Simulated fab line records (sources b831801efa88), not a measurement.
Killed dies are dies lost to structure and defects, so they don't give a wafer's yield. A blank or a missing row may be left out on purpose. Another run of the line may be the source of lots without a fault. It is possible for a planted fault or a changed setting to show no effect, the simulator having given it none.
The same fault as seen by 2 desks + flow sky130 + numbers are kept per desk, each desk with only its own; the story behind them comes last

METROLOGY DESK
What the gauges read for every lot (on any tool): the sampled wafers with a number, averaged. The brackets show how far a lot's mean lies from the usual mean; more than 4 standard deviations puts the lot out of limits, marked OUT.
Columns: A = VIA2_OVL at SKY_VIA2_OVL_MEAS_13, usual -5 nm
| lot  | first seen here | A   |
|------|-----------------|-----|
| L286 | day 36 05:55    | -0  |
| L287 | day 36 10:35    | -12 |
| L289 | day 37 00:37    | -9  |
| L290 | day 37 06:46    | -8  |
| L291 | day 38 05:42    | -5  |
| L296 | day 39 19:37    | -11 |
| L298 | day 40 01:40    | -9  |
| L302 | day 41 15:42    | 5   |
| L305 | day 41 21:07    | 8   |
| L307 | day 42 03:35    | -2  |
| L308 | day 42 19:48    | -8  |
| L309 | day 43 02:37    | -5  |
This desk's verdict: no lot among the 12 shows anything out of limits.

AT THE TOOL OWNER'S DESK: implanter-02
The tool's own readings at SKY_LDD_N_IMPLANT_08: means of the sampled wafers that have a number, for each lot that ran on this tool. The brackets show how far a lot's mean lies from the usual mean; more than 4 standard deviations puts the lot out of limits, marked OUT.
Columns: A = beamEnergyKeV at SKY_LDD_N_IMPLANT_08, usual 20.002; B = doseIonsCm2 at SKY_LDD_N_IMPLANT_08, usual 7.501e+13; C = endStationPressureTorr at SKY_LDD_N_IMPLANT_08, usual 5.32e-06 Torr
| lot  | first seen here | A      | B                   | C        |
|------|-----------------|--------|---------------------|----------|
| L289 | day 18 14:41    | 20.005 | 7.491e+13           | 5.21e-06 |
| L290 | day 18 22:03    | 20.001 | 7.499e+13           | 5.33e-06 |
| L291 | day 20 02:19    | 19.996 | 7.492e+13           | 5.19e-06 |
| L296 | day 22 02:23    | 20.007 | 7.362e+13 (-17) OUT | 5.12e-06 |
| L298 | day 22 10:35    | 20.009 | 7.360e+13 (-18) OUT | 5.27e-06 |
This desk's verdict: out of limits on L296, L298, starting with L296 at day 22 02:23 (doseIonsCm2 at SKY_LDD_N_IMPLANT_08). In limits: L289, L290, L291.

PUT TOGETHER
The tool owner's desk had the chance to raise an alarm at day 22 02:23 on L296, L298.
At the metrology desk, nothing out of limits was observed.
The metrology desk holds a record of L296, L298, inside its limits.
Every lot named ran SKY_LDD_N_IMPLANT_08 on implanter-02.

WHAT THE SIMULATOR HAD INSERTED
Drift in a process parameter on implanter-02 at SKY_LDD_N_IMPLANT_08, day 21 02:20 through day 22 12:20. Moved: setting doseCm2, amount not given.
Lots struck among those shown: L296, L298.
Hours from the fault's start to each desk's first reading out of limits: the tool owner's desk, 24.
